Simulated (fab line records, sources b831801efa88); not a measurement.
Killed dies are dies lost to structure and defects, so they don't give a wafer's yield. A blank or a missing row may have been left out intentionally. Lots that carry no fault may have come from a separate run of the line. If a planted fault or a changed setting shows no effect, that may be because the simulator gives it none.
Which tool was responsible? | flow sky130 | 10 lots with 30 wafers sampled at 7 steps, on a route of 708 steps

## WHAT EACH GAUGE READ, for each wafer
SKY_LDD_HVP_OVL_MEAS_07.
lot  | measured     | on         | LDD_HVP_OVL (nm)
L447 | day 21 19:05 | overlay-02 | 0.8 1.4 -0.8
L453 | day 24 12:19 | overlay-02 | -1.1 0.6 -2.3
L455 | day 25 00:23 | overlay-02 | 0.6 -2.4 -0.5
L458 | day 26 12:58 | overlay-02 | 2.3 1.0 1.7
L459 | day 26 18:16 | overlay-01 | 1.0 -0.9 2.5
L461 | day 27 11:10 | overlay-02 | -1.0 1.4 -0.8
L465 | day 28 01:10 | overlay-01 | -2.6 -1.7 -3.5
L466 | day 28 12:56 | overlay-02 | 1.6 1.4 -1.2
L467 | day 28 22:07 | overlay-02 | -1.8 0.2 0.8
L468 | day 29 07:05 | overlay-01 | 0.0 0.6 2.4

SKY_SD_P_CD_MEAS_07 targets a cd of 380 nm.
lot  | measured     | on        | cd nm (nm)
L447 | day 25 16:04 | cd sem-02 | 383.3 385.2 386.3
L453 | day 28 07:17 | cd sem-02 | 378.4 379.2 376.7
L455 | day 28 18:44 | cd sem-02 | 379.8 381.2 378.2
L458 | day 30 07:11 | cd sem-01 | 376.1 375.8 376.8
L459 | day 30 10:47 | cd sem-01 | 379.1 381.4 378.8
L461 | day 31 03:36 | cd sem-02 | 379.7 378.9 381.5
L465 | day 31 16:34 | cd sem-01 | 384.8 383.1 381.7
L466 | day 32 03:55 | cd sem-01 | 380.1 381.5 381.1
L467 | day 32 13:31 | cd sem-01 | 378.1 377.3 379.1
L468 | day 32 19:46 | cd sem-01 | 382.0 378.9 383.3

SKY_SD_P_TW_MEAS_11.
lot  | measured     | on            | SD_P_TW
L447 | day 25 16:27 | film metro-01 | 2842 2845 2843
L453 | day 28 07:41 | film metro-04 | 2860 2874 2870
L455 | day 28 19:08 | film metro-01 | 2878 2885 2882
L458 | day 30 07:35 | film metro-02 | 2824 2816 2825
L459 | day 30 11:11 | film metro-01 | 2831 2841 2843
L461 | day 31 03:59 | film metro-04 | 2840 2818 2833
L465 | day 31 16:59 | film metro-01 | 2814 2822 2814
L466 | day 32 04:20 | film metro-04 | 2831 2845 2820
L467 | day 32 13:55 | film metro-01 | 2834 2841 2844
L468 | day 32 20:11 | film metro-01 | 2832 2844 2840

SKY_SD_N_RS_MEAS_17: a four-point-probe measurement.
lot  | measured     | on            | SD_P_RS (ohm/sq)
L447 | day 28 05:28 | film metro-02 | 147.1 146.5 146.9
L453 | day 30 18:41 | film metro-01 | 145.9 145.8 146.2
L455 | day 31 05:22 | film metro-04 | 145.7 145.4 145.9
L458 | day 32 14:53 | film metro-01 | 147.5 147.3 146.9
L459 | day 32 19:08 | film metro-01 | 147.3 146.5 147.0
L461 | day 33 13:20 | film metro-04 | 146.7 146.8 147.0
L465 | day 34 02:13 | film metro-04 | 147.1 146.9 147.1
L466 | day 34 12:47 | film metro-01 | 146.9 146.8 146.8
L467 | day 34 20:47 | film metro-02 | 147.1 146.9 146.9
L468 | day 35 03:22 | film metro-04 | 146.0 146.7 147.0

## WHAT TOOL EACH LOT RAN ON (gives the tool, then ch and the chambers of the sampled wafers, and finally the start)
lot  | SKY_LDD_LDN_STRIP_12                 | SKY_SD_P_IMPLANT_09             | SKY_SD_P_STRIP_10
L447 | plasma asher-02 ch 0,1, day 23 02:32 | implanter-04 ch 0, day 25 16:14 | plasma asher-03 ch 0,1, day 25 16:22
L453 | plasma asher-01 ch 0,1, day 25 19:03 | implanter-04 ch 0, day 28 07:27 | plasma asher-04 ch 0,1, day 28 07:34
L455 | plasma asher-02 ch 0,1, day 26 06:21 | implanter-04 ch 0, day 28 18:53 | plasma asher-02 ch 0,1, day 28 19:02
L458 | plasma asher-01 ch 0,1, day 27 19:45 | implanter-03 ch 0, day 30 07:21 | plasma asher-02 ch 0,1, day 30 07:28
L459 | plasma asher-01 ch 0,1, day 28 00:29 | implanter-03 ch 0, day 30 10:57 | plasma asher-04 ch 0,1, day 30 11:05
L461 | plasma asher-03 ch 0,1, day 28 17:06 | implanter-03 ch 0, day 31 03:46 | plasma asher-02 ch 0,1, day 31 03:53
L465 | plasma asher-03 ch 0,1, day 29 07:08 | implanter-01 ch 0, day 31 16:44 | plasma asher-03 ch 0,1, day 31 16:53
L466 | plasma asher-02 ch 0,1, day 29 19:38 | implanter-03 ch 0, day 32 04:05 | plasma asher-02 ch 0,1, day 32 04:14
L467 | plasma asher-01 ch 0,1, day 30 03:39 | implanter-03 ch 0, day 32 13:40 | plasma asher-04 ch 0,1, day 32 13:49
L468 | plasma asher-02 ch 0,1, day 30 11:24 | implanter-01 ch 0, day 32 19:56 | plasma asher-03 ch 0,1, day 32 20:05
- SKY_LDD_LDN_STRIP_12: strips in O2/N2.
- SKY_SD_P_IMPLANT_09
- SKY_SD_P_STRIP_10: strips in O2/N2.

## AS READ BY THE TOOLS THEMSELVES (means over the sampled wafers that have a number; for cases with no such wafer, the mark the record gives instead)
SKY_LDD_LDN_STRIP_12.
lot  | tool            | drypump motor current A (A) | n2 flow sccm (sccm) | o2 flow sccm (sccm) | oes product au (a.u.) | strip time to endpoint s (s)
L447 | plasma asher-02 | 5.7                         | 300.0               | 3003                | 0.713                 | 14.23
L453 | plasma asher-01 | 6.1                         | 299.1               | 3007                | 0.713                 | 14.22
L455 | plasma asher-02 | 5.7                         | 299.6               | 2999                | 0.712                 | 14.22
L458 | plasma asher-01 | 6.1                         | 299.3               | 2996                | 0.714                 | 14.22
L459 | plasma asher-01 | 6.1                         | 299.5               | 3000                | 0.714                 | 14.15
L461 | plasma asher-03 | 6.2                         | 299.6               | 3002                | 0.726                 | 14.24
L465 | plasma asher-03 | 6.1                         | 301.0               | 3002                | 0.719                 | 14.14
L466 | plasma asher-02 | 5.7                         | 299.9               | 3000                | 0.719                 | 14.23
L467 | plasma asher-01 | 6.1                         | 299.6               | 3006                | 0.713                 | 14.23
L468 | plasma asher-02 | 5.7                         | 300.0               | 2995                | 0.720                 | 14.20

SKY_SD_P_IMPLANT_09.
lot  | tool         | dose ions cm2
L447 | implanter-04 | 3.000e+15
L453 | implanter-04 | 3.265e+15
L455 | implanter-04 | 3.263e+15
L458 | implanter-03 | 3.001e+15
L459 | implanter-03 | 3.002e+15
L461 | implanter-03 | 2.996e+15
L465 | implanter-01 | 3.000e+15
L466 | implanter-03 | 2.998e+15
L467 | implanter-03 | 2.995e+15
L468 | implanter-01 | 3.000e+15

SKY_SD_P_STRIP_10.
lot  | tool            | drypump motor current A (A) | n2 flow sccm (sccm) | o2 flow sccm (sccm) | oes product au (a.u.) | strip time to endpoint s (s)
L447 | plasma asher-03 | 6.3                         | 300.8               | 2990                | 0.616                 | 17.48
L453 | plasma asher-04 | 5.5                         | 299.2               | 2995                | 0.605                 | 17.68
L455 | plasma asher-02 | 5.7                         | 300.5               | 2997                | 0.608                 | 17.64
L458 | plasma asher-02 | 5.7                         | 300.9               | 2994                | 0.620                 | 17.53
L459 | plasma asher-04 | 5.4                         | 299.0               | 2995                | 0.615                 | 17.50
L461 | plasma asher-02 | 5.7                         | 300.2               | 2998                | 0.618                 | 17.52
L465 | plasma asher-03 | 6.3                         | 300.3               | 3006                | 0.618                 | 17.48
L466 | plasma asher-02 | 5.7                         | 300.0               | 2998                | 0.617                 | 17.46
L467 | plasma asher-04 | 5.7                         | 299.5               | 3001                | 0.620                 | 17.53
L468 | plasma asher-03 | 6.1                         | 299.3               | 3003                | 0.620                 | 17.51

## THE ANSWER, worked out from the rows above alone
Rule: the lots themselves supply what counts as usual. The widest of any qualifying gaps counts: lots, ordered by their means at a reading, are off when they make up no more than a third of the lots, leave a main group of 4 or more, and stand apart from it by 3 or more times the standard deviation of that group's means. A main group is skipped when, at the precision printed for the reading in the tables above, its means are all equal. A lot without any number at a reading at which 4 lots or more have one is off too. The other lots that the step has rows for count as sound. After the gauges, taken in route order, come the tools' own readings; for these a lot's mean is taken, as printed above. The first step at which some lot is off is used, and at that step the reading that is off furthest; a lot without a number counts as furthest.
Off: L453, L455, seen at SKY_SD_N_RS_MEAS_17 (SD_P_RS). Main group: mean 146.9 ohm/sq, sd 0.18.
A tool fits if, at a process step before that reading, it ran every lot that is off, and no sound lot after the first of them. The gauges at SKY_SD_N_RS_MEAS_17 aren't tried: what is off there is off at SKY_SD_P_IMPLANT_09 too, on other tools, and a gauge's error can't cause that. One fits: implanter-04 at SKY_SD_P_IMPLANT_09. Its last sound lot is L447 (day 25 16:14), its first lot that is off L453 (day 28 07:27): a fault that began between those two fits.
The tool's own readings at SKY_SD_P_IMPLANT_09 bear it out: on the lots that are off they differ by more than 5 times the standard deviation of the sound lots' means. dose ions cm2 reads 3.264e+15 there against 2.999e+15 on the sound lots.

## WHAT WAS PUT IN BY THE SIMULATOR
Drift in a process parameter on implanter-04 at SKY_SD_P_IMPLANT_09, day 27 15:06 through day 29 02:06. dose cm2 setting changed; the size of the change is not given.
Shown lots that were struck: L453, L455. The same result came from the rule above.
